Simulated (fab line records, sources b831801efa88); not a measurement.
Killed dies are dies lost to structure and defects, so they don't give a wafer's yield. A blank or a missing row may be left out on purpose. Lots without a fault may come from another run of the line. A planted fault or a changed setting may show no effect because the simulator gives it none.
A struck lot beside a sound one | flow sky130 | 16 steps out of a route of 708
Sound: wafers L776.1, L776.4, L776.6. Struck: wafer L780.2. (L780.1, L780.3 of the same lot were not struck and are left out.) The cause comes at the end.
At each step with rows: each side's tool, then ch and its chambers, then its first start. Under that, the readings that differ: sound wafers | struck wafers | difference of the means | sigmas: that difference in standard deviations of wafers without a fault.
alike: readings whose means differ by less than 2 such deviations, and words and numbers that are the same on both sides. not compared: withheld readings, readings that some wafer has no value for, bounds like >300 that may hide the same value, and numbers for which the record gives no deviation and whose values overlap.
The two part at a step that has a row with sigmas, a row that says differs or no value, or rows on one side only. Numbers that don't overlap but have no deviation are shown without sigmas and don't part them. A reading that every wafer of one side lacks parts them only if that side has two wafers or more.

first, 3 steps without rows for these wafers: SKY_METAL2_EXPOSE_12 (exposes mask MM2, target cd 140 nm); SKY_METAL2_PEB_13; SKY_METAL2_DEVELOP_14 (develop time 60 s).
SKY_METAL2_CD_MEAS_15: target cd 140 nm.
  sound on cd_sem-02, day 37 05:03; struck on cd_sem-01, day 38 02:21
  alike: cd_nm
SKY_METAL2_OVL_MEAS_16:
  sound on overlay-02, day 37 05:10; struck on overlay-02, day 38 02:28
  alike: METAL2_OVL
SKY_METAL2_DESCUM_17: chemistry O2, time 8 s.
  sound on rie_metal-03 ch 1, day 37 05:12; struck on rie_metal-03 ch 0, day 38 02:31
  reading               | sound             | struck | difference | sigmas
  oes_product_au (a.u.) | 1.024 1.015 1.015 | 0.998  | -0.020     | -2
  rf_fwd_power_W (W)    | 146.6 146.3 146.2 | 148.1  | +1.7       | +2
  alike: drypump_motor_current_A
  not compared: rf_hours_counter_h
SKY_METAL2_ETCH_18: etches BARC in N2/H2, stops on SiO2, time 45.9 s, target depth 60 nm.
  sound on rie_metal-03 ch 1, day 37 05:14; struck on rie_metal-03 ch 0, day 38 02:32
  alike: drypump_motor_current_A, oes_product_au, rf_fwd_power_W, throttle_valve_pct
  not compared: rf_hours_counter_h
SKY_METAL2_METAL_ETCH_19: etches the open film in Cl2/BCl3, stops on SiO2, target depth 360 nm, time 78 s.
  sound on rie_metal-03 ch 1, day 37 05:18; struck on rie_metal-03 ch 0, day 38 02:36
  reading            | sound       | struck | difference | sigmas
  rf_fwd_power_W (W) | 884 894 888 | 898    | +9         | +3
  alike: drypump_motor_current_A, mfc_cl2_sccm, oes_product_au, throttle_valve_pct
  not compared: rf_hours_counter_h
SKY_METAL2_STRIP_20: strips in O2/N2.
  sound on plasma_asher-04 ch 0, day 37 05:23; struck on plasma_asher-02 ch 0, day 38 02:41
  alike: drypump_motor_current_A, o2_flow_sccm, oes_product_au, strip_time_to_endpoint_s
  not compared: rf_hours_counter_h
then, 3 steps without rows for these wafers: SKY_METAL2_STRIP_21 (strips in post etch residue remover, time 1200 s); SKY_METAL2_CLEAN_22 (cleans in IPA, time 180 s); SKY_METAL2_CLEAN_23 (cleans in O3/DIW).
SKY_VIA2_HDPCVD_00: deposits SiO2, target thk 1180 nm, time 196.7 s.
  sound on hdpcvd-02 ch 0,2, day 37 05:59; struck on hdpcvd-01 ch 0, day 38 03:17
  reading                                  | sound             | struck | difference | sigmas
  run_length_s (s)                         | 223.3 223.5 225.6 | 208.8  | -15.3      | -25
  model.SiO2_of_VIA2_HDPCVD_00.thk_nm (nm) | 1194 1193 1189    | 1078   | -114       |
SKY_VIA2_THK_MEAS_01:
  sound on film_metro-04, day 37 06:07; struck on film_metro-02, day 38 03:25
  reading              | sound          | struck | difference | sigmas
  VIA2_HDPCVD_THK (nm) | 1193 1193 1189 | 1078   | -114       | -8
SKY_VIA2_CMP_02: polishes SiO2.
  sound on cmp-01 ch 0,1,2, day 37 06:16; struck on cmp-01 ch 3, day 38 03:28
  alike: motor_current_A, slurry_filter_dp_kPa
then, 1 step without rows for these wafers: SKY_PAD_OPEN_PROBE_99.

WHERE THEY PART
First at SKY_METAL2_DESCUM_17; last, within this record, at SKY_VIA2_THK_MEAS_01. Later steps at which nothing parts them and some readings are alike: SKY_VIA2_CMP_02.

WHY: what the simulator had put in
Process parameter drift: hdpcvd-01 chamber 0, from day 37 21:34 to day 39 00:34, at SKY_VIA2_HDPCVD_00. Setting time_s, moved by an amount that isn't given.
